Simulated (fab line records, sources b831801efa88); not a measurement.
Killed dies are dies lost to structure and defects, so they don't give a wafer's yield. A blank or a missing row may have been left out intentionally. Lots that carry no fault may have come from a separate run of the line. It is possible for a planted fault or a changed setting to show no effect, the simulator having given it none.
Code-filled problem report in 8D (eight disciplines) form :: flow sky130 :: the parts of the form that need people (team, actions taken, sign-off) are left out

## 1. WHAT IS WRONG
Across 9 wafers from 3 lots, LI_CONTACT_HDPCVD_THK at SKY_LI_CONTACT_THK_MEAS_01 averages 797 nm, while fault-free wafers read 927 nm with a standard deviation of 13. That puts it -10 standard deviations away from the usual mean.
First seen on wafer L869.2, day 33 11:55, on filmMetro-03. The record has a number at this step for 41 wafers belonging to 14 lots. Rule for "out", or "out of limits": more than 4 standard deviations from the usual mean. The other wafers with a number count as sound.

## 2. WHAT IT IS AND WHAT IT IS NOT
question: which readings at this step
is: LI_CONTACT_HDPCVD_THK
is not: -

question: which lots
is: L869, L870, L872
is not: L853, L856, L858, L859, L862, L864, L865, L866, L868, L874, L876

question: which wafers of those lots
is: all that have a number
is not: -

question: read on which gauges
is: filmMetro-01, filmMetro-03, filmMetro-04
is not: -

question: when
is: from day 33 11:55
is not: up to then (26 sound wafers); but 6 sound wafers of L874, L876 came after

## 3. WHAT RULES OUT EACH SUSPECT
Counting: any tool at a process step up to the reading is kept as a suspect provided that every lot that is out went through it and no sound lot did after the first of them.
- ruled out: the gauge at SKY_LI_CONTACT_THK_MEAS_01. 3 gauges (filmMetro-01, filmMetro-03, filmMetro-04) read the wafers that are out.
- hdpcvd-02 at SKY_LI_CONTACT_HDPCVD_00 (deposits PSG, target thk 930 nm, time 155 s): kept. It ran every lot that is out, first L869 (day 33 11:48), and no sound lot after that; its last sound lot up to then is L868 (day 33 05:40).
After counting, what remains is hdpcvd-02 at SKY_LI_CONTACT_HDPCVD_00.

## 4. THE CAUSE (what the simulator had put in)
Site profile drift: hdpcvd-02, from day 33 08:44 on, at SKY_LI_CONTACT_HDPCVD_00. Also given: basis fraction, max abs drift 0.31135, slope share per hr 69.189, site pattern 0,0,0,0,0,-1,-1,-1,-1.
After counting, this tool was the only one left.

## 5. THE EFFECT CHAIN, in route order
Each row: a reading where the mean over the struck wafers with a number is more than 3 standard deviations away from the usual. Readings are gone through only where the record gives a usual standard deviation; hours: the median, over the lots, of the time from a lot's start at the first step in this table giving one to that lot's start at this step; sigmas: the change measured in usual standard deviations.
hours: 0
step: SKY_LI_CONTACT_THK_MEAS_01
reading: LI_CONTACT_HDPCVD_THK
usual: 927 nm
on struck wafers: 797
change: -130
sigmas: -10

hours: 26
step: SKY_LI_CONTACT_ETCH_15
reading: oesProductAu
usual: 0.838 a.u.
on struck wafers: 0.737
change: -0.101
sigmas: -22
Its process steps:
- SKY_LI_CONTACT_ETCH_15: etches PSG in C4F8/O2/Ar, stops on Si, target depth 600 nm.

## 6. WHAT WOULD HAVE CAUGHT IT SOONER
In this record the first reading out of limits at a measuring or inspecting step was taken at day 33 11:55, 3 hours after the fault began at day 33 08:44.
No tool reading at SKY_LI_CONTACT_HDPCVD_00 that has a usual standard deviation in the record was out on any struck wafer, so an alarm limit of 4 standard deviations on those readings would not have fired.
L870, L872, from the lots that are out (3), started SKY_LI_CONTACT_HDPCVD_00 on hdpcvd-02 later than day 33 11:55. A hold on the tool at that time would have spared those 2.
